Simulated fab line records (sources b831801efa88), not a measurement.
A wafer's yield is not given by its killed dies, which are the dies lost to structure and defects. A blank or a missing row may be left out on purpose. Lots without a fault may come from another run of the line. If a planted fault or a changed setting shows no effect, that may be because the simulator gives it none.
Matching of chambers | flow sky130 | 4 sister chambers for SKY_LI_CONTACT_CMP_02 on cmp-02
The step polishes PSG. 4 wafers are shown with their chamber, then 7 later ones without.

WAFERS WITH THEIR CHAMBER
wafer  | chamber | motor-current-A (A)
L356.2 | 3       | 12.2
L356.4 | 0       | 14.0
L357.1 | 1       | 12.5
L357.2 | 2       | 12.1

WAFERS WITH NO CHAMBER GIVEN
wafer  | motor-current-A (A)
L357.5 | 14.5
L358.1 | 11.7
L358.5 | 12.5
L358.6 | 15.5
L359.4 | 11.8
L359.5 | 12.5
L359.6 | 14.0

THE CHAMBER EACH PASSED THROUGH
wafer  | from the rows above          | in truth
L357.5 | 0                            | 0
L358.1 | can't be placed: 2 or 3 or 1 | 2
L358.5 | can't be placed: 1 or 3 or 2 | 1
L358.6 | 0                            | 0
L359.4 | can't be placed: 2 or 3 or 1 | 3
L359.5 | can't be placed: 1 or 3 or 2 | 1
L359.6 | 0                            | 0
Correct placement for 3 of the 7. These rows do not allow placing 4 (true chamber among the candidates in 4). Number placed wrongly: 0.
How it was worked out, from the rows above alone: a wafer's distance from a chamber is the root of the sum, over the readings, of the square of ((its reading less the chamber's mean) divided by the reading's scatter). The wafer belongs to the nearest chamber; if the next one is less than 2 further off, it can't be placed. For every chamber, the mean is computed from those of its wafers that are shown. The scatter: with one shown wafer a chamber, the root of the mean of the squares of how far each hidden wafer lies from its nearest shown one.
